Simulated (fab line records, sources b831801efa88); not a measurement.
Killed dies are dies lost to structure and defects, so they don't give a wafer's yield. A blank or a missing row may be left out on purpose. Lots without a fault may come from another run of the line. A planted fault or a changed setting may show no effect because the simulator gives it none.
Chamber matching | flow sky130 | SKY_VIA4_HDPCVD_00 on hdpcvd-01: 3 sister chambers
The step deposits SiO2, target thk 1750 nm, time 291.7 s. 3 wafers are shown with their chamber, then 8 later ones without.

WAFERS WITH THEIR CHAMBER
wafer  | chamber | run_length_s (s)
L881.4 | 2       | 319.6
L881.6 | 0       | 319.0
L883.2 | 1       | 319.5

WAFERS WITHOUT THEIR CHAMBER
wafer  | run_length_s (s)
L883.3 | 318.9
L883.6 | 320.3
L884.2 | 319.3
L884.4 | 319.8
L884.6 | 319.6
L885.1 | 319.8
L885.3 | 319.0
L885.4 | 319.2

WHICH CHAMBER EACH WENT THROUGH
wafer  | from the rows above          | in truth
L883.3 | can't be placed: 0 or 1      | 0
L883.6 | can't be placed: 2 or 1      | 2
L884.2 | can't be placed: 1 or 0 or 2 | 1
L884.4 | can't be placed: 2 or 1      | 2
L884.6 | can't be placed: 2 or 1      | 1
L885.1 | can't be placed: 2 or 1      | 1
L885.3 | can't be placed: 0 or 1      | 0
L885.4 | can't be placed: 0 or 1 or 2 | 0
Placed correctly: 0 of 8. Can't be placed from these rows: 8 (the true chamber is among the candidates in 8). Placed wrongly: 0.
How it was worked out, from the rows above alone: a wafer's distance from a chamber is the root of the sum, over the readings, of the square of ((its reading less the chamber's mean) divided by the reading's scatter). The wafer belongs to the nearest chamber; if the next one is less than 2 further off, it can't be placed. A chamber's mean is the mean of its shown wafers. The scatter: with one shown wafer a chamber, the root of the mean of the squares of how far each hidden wafer lies from its nearest shown one.
